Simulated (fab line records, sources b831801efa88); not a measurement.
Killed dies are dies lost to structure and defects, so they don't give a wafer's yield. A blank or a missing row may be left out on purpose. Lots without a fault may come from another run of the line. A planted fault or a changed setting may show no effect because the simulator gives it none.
Which tool did it? | flow gf180mcu | 14 lots, 42 wafers sampled, at 6 steps of a route of 602

WHAT THE GAUGES READ, wafer by wafer
GF_STI_THK_MEAS_30. Usual: STI_OXIDATION_02_THK 9.84 nm, standard deviation 0.17.
lot  | measured    | on            | STI_OXIDATION_02_THK (nm) | flag
L207 | day 2 11:23 | film_metro-01 | 9.78 9.78 9.64            |
L208 | day 2 15:55 | film_metro-02 | 9.96 10.12 10.10          |
L212 | day 3 12:53 | film_metro-02 | 9.79 9.89 10.06           |
L213 | day 3 22:44 | film_metro-01 | 10.14 10.09 10.10         |
L214 | day 4 02:42 | film_metro-02 | 9.89 9.58 9.60            |
L215 | day 4 04:19 | film_metro-02 | 9.57 9.55 9.54            |
L216 | day 4 08:48 | film_metro-01 | 9.93 10.36 10.25          |
L217 | day 4 14:36 | film_metro-02 | 9.84 9.74 9.84            |
L218 | day 4 22:18 | film_metro-01 | 9.75 9.86 9.77            |
L219 | day 5 01:33 | film_metro-02 | 9.65 9.71 9.64            |
L224 | day 6 05:12 | film_metro-02 | 9.72 9.91 9.77            |
L226 | day 6 13:16 | film_metro-02 | 9.83 9.91 9.97            |
L227 | day 6 18:12 | film_metro-04 | 9.92 10.02 9.96           |
L229 | day 7 05:29 | film_metro-04 | 9.78 9.88 9.77            |

GF_MVPSD_TW_MEAS_11. Usual: MVPSD_TW 554, standard deviation 3.
lot  | measured     | on            | MVPSD_TW                | flag
L207 | day 5 08:31  | film_metro-04 | 549 544 550             |
L208 | day 5 12:29  | film_metro-01 | 557 553 553             |
L212 | day 6 11:58  | film_metro-01 | 561 558 558             |
L213 | day 7 01:55  | film_metro-04 | 556 556 553             |
L214 | day 7 06:27  | film_metro-03 | 557 556 555             |
L215 | day 7 09:11  | film_metro-04 | 554 553 557             |
L216 | day 7 13:42  | film_metro-01 | 600 601 601 603 603 602 | OFF
L217 | day 7 19:23  | film_metro-03 | 606 603 604 603 605 604 | OFF
L218 | day 8 05:19  | film_metro-03 | 606 604 602 603 604 608 | OFF
L219 | day 8 09:28  | film_metro-01 | 596 598 601 598 599 600 | OFF
L224 | day 9 17:40  | film_metro-01 | 550 549 551             |
L226 | day 10 02:58 | film_metro-04 | 550 551 554             |
L227 | day 10 08:20 | film_metro-03 | 558 555 557             |
L229 | day 10 21:13 | film_metro-01 | 554 552 550             |

GF_VT_IMPLANT_TW_MEAS_10. Usual: VT_IMPLANT_TW 565, standard deviation 4.
lot  | measured     | on            | VT_IMPLANT_TW | flag
L207 | day 5 23:40  | film_metro-03 | 572 571 568   |
L208 | day 6 03:23  | film_metro-04 | 567 567 563   |
L212 | day 7 02:58  | film_metro-03 | 565 567 566   |
L213 | day 7 18:07  | film_metro-03 | 569 568 568   |
L214 | day 7 23:03  | film_metro-02 | 561 562 559   |
L215 | day 8 01:21  | film_metro-02 | 559 555 557   |
L216 | day 8 06:38  | film_metro-03 | 567 570 568   |
L217 | day 8 12:02  | film_metro-03 | 567 568 569   |
L218 | day 8 22:43  | film_metro-02 | 559 558 558   |
L219 | day 9 02:40  | film_metro-04 | 566 567 567   |
L224 | day 10 11:46 | film_metro-02 | 563 560 565   |
L226 | day 10 21:33 | film_metro-03 | 566 562 567   |
L227 | day 11 02:56 | film_metro-02 | 562 563 563   |
L229 | day 11 15:26 | film_metro-04 | 562 567 564   |

GF_VT_IMPLANT_OVL_MEAS_18. Usual: VT_IMPLANT_01_OVL -0.5 nm, standard deviation 1.2.
lot  | measured     | on         | VT_IMPLANT_01_OVL (nm) | flag
L207 | day 6 14:56  | overlay-02 | -0.8 0.1 0.0           |
L208 | day 6 18:50  | overlay-02 | -0.4 -0.1 0.0          |
L212 | day 7 19:38  | overlay-02 | -1.9 -2.2 -1.0         |
L213 | day 8 10:14  | overlay-01 | -1.3 -1.3 -2.7         |
L214 | day 8 15:42  | overlay-01 | 2.0 1.8 0.7            |
L215 | day 8 18:33  | overlay-02 | -0.9 0.0 -1.1          |
L216 | day 8 23:29  | overlay-02 | 0.5 0.6 -0.7           |
L217 | day 9 04:05  | overlay-01 | -1.4 -0.8 0.0          |
L218 | day 9 15:44  | overlay-02 | 0.4 0.3 0.0            |
L219 | day 9 20:16  | overlay-02 | -0.5 0.7 -1.1          |
L224 | day 11 05:08 | overlay-02 | -0.4 0.1 -1.3          |
L226 | day 11 16:28 | overlay-01 | -1.5 0.8 0.3           |
L227 | day 11 22:17 | overlay-01 | -1.4 0.8 -0.3          |
L229 | day 12 10:23 | overlay-02 | 0.0 -1.0 -0.5          |

GF_VT_IMPLANT_RS_MEAS_49: measures by four-point-probe. Usual: MVPSD_RS 1169 ohm/sq, standard deviation 3.1.
lot  | measured     | on            | MVPSD_RS (ohm/sq)             | flag
L207 | day 8 00:17  | film_metro-03 | 1175 1178 1173                |
L208 | day 8 04:36  | film_metro-03 | 1170 1170 1168                |
L212 | day 9 05:14  | film_metro-03 | 1168 1166 1166                |
L213 | day 9 22:53  | film_metro-03 | 1171 1169 1169                |
L214 | day 10 03:51 | film_metro-01 | 1171 1174 1169                |
L215 | day 10 07:03 | film_metro-03 | 1170 1169 1166                |
L216 | day 10 12:00 | film_metro-04 | 1002 1003 1004 1005 1004 1004 | OFF
L217 | day 10 16:59 | film_metro-04 | 1009 1008 1010 1008 1008 1010 | OFF
L218 | day 11 04:17 | film_metro-01 | 1006 1002 1004 1007 1004 1005 | OFF
L219 | day 11 09:50 | film_metro-04 | 1005 1006 1005 1008 1007 1008 | OFF
L224 | day 12 20:48 | film_metro-01 | 1171 1169 1171                |
L226 | day 13 07:44 | film_metro-01 | 1172 1170 1167                |
L227 | day 13 15:08 | film_metro-01 | 1165 1164 1163                |
L229 | day 14 03:49 | film_metro-04 | 1173 1175 1173                |

WHICH TOOL RAN EACH LOT (tool, then ch and the chambers of the sampled wafers, then the start)
lot  | GF_MVPSD_IMPLANT_08
L207 | implanter-02 ch 0, day 5 08:07
L208 | implanter-04 ch 0, day 5 12:05
L212 | implanter-02 ch 0, day 6 11:34
L213 | implanter-02 ch 0, day 7 01:31
L214 | implanter-04 ch 0, day 7 06:06
L215 | implanter-04 ch 0, day 7 08:50
L216 | implanter-02 ch 0, day 7 13:20
L217 | implanter-02 ch 0, day 7 19:01
L218 | implanter-02 ch 0, day 8 04:55
L219 | implanter-02 ch 0, day 8 09:04
L224 | implanter-03 ch 0, day 9 17:16
L226 | implanter-03 ch 0, day 10 02:34
L227 | implanter-04 ch 0, day 10 07:56
L229 | implanter-04 ch 0, day 10 20:50
- GF_MVPSD_IMPLANT_08

WHAT THE TOOLS THEMSELVES READ (means of the sampled wafers that have a number; where no wafer has one, the mark that the record gives instead)
GF_MVPSD_IMPLANT_08. Usual: dose_ions_cm2 1.5002e+13, standard deviation 1.9e+10; faraday_current_uA 84.4, standard deviation 1.7.
lot  | tool         | dose_ions_cm2 | faraday_current_uA | flag
L207 | implanter-02 | 1.4997e+13    | 84.7               |
L208 | implanter-04 | 1.5013e+13    | 84.2               |
L212 | implanter-02 | 1.5001e+13    | 85.8               |
L213 | implanter-02 | 1.4995e+13    | 84.2               |
L214 | implanter-04 | 1.5012e+13    | 84.4               |
L215 | implanter-04 | 1.4993e+13    | 84.6               |
L216 | implanter-02 | 2.0232e+13    | 114.6              | OFF
L217 | implanter-02 | 2.0231e+13    | 113.1              | OFF
L218 | implanter-02 | 2.0240e+13    | 115.3              | OFF
L219 | implanter-02 | 2.0226e+13    | 111.5              | OFF
L224 | implanter-03 | 1.4994e+13    | 86.6               |
L226 | implanter-03 | 1.5010e+13    | 83.9               |
L227 | implanter-04 | 1.5002e+13    | 83.7               |
L229 | implanter-04 | 1.4973e+13    | 83.7               |

THE ANSWER, worked out from the rows above alone
Rule: a lot is off if the mean of its wafers that have a number lies more than 3 standard deviations from the usual mean. A lot without any number at a reading at which 4 lots or more have one is off too. The other lots that the step has rows for count as sound. The gauges are gone through in route order, then the tools' own readings, and for those a lot's mean is taken as printed above. The first step at which some lot is off is used, and at that step the reading that is off furthest; a lot without a number counts as furthest.
Off: L216, L217, L218, L219, at GF_MVPSD_TW_MEAS_11 (MVPSD_TW).
A tool fits if, at a process step before that reading, it ran every lot that is off, and no sound lot after the first of them. The gauges at GF_MVPSD_TW_MEAS_11 aren't tried: what is off there is off at GF_MVPSD_IMPLANT_08 too, on other tools, and a gauge's error can't cause that. One fits: implanter-02 at GF_MVPSD_IMPLANT_08. Its last sound lot is L213 (day 7 01:31), its first lot that is off L216 (day 7 13:20): a fault that began between those two fits.
The tool's own readings at GF_MVPSD_IMPLANT_08 bear it out: on the lots that are off they differ by more than 5 times the standard deviation of the sound lots' means. dose_ions_cm2 reads 2.0232e+13 there against 1.4999e+13 on the sound lots; faraday_current_uA reads 113.6 there against 84.6 on the sound lots.

WHAT THE SIMULATOR HAD PUT IN
Process parameter drift: implanter-02, from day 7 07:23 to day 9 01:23, at GF_MVPSD_IMPLANT_08. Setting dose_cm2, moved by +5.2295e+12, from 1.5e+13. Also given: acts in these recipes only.
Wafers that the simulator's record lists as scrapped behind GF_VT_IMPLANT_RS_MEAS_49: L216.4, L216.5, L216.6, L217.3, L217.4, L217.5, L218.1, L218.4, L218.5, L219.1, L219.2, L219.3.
Lots struck among those shown: L216, L217, L218, L219. The rule above found the same.
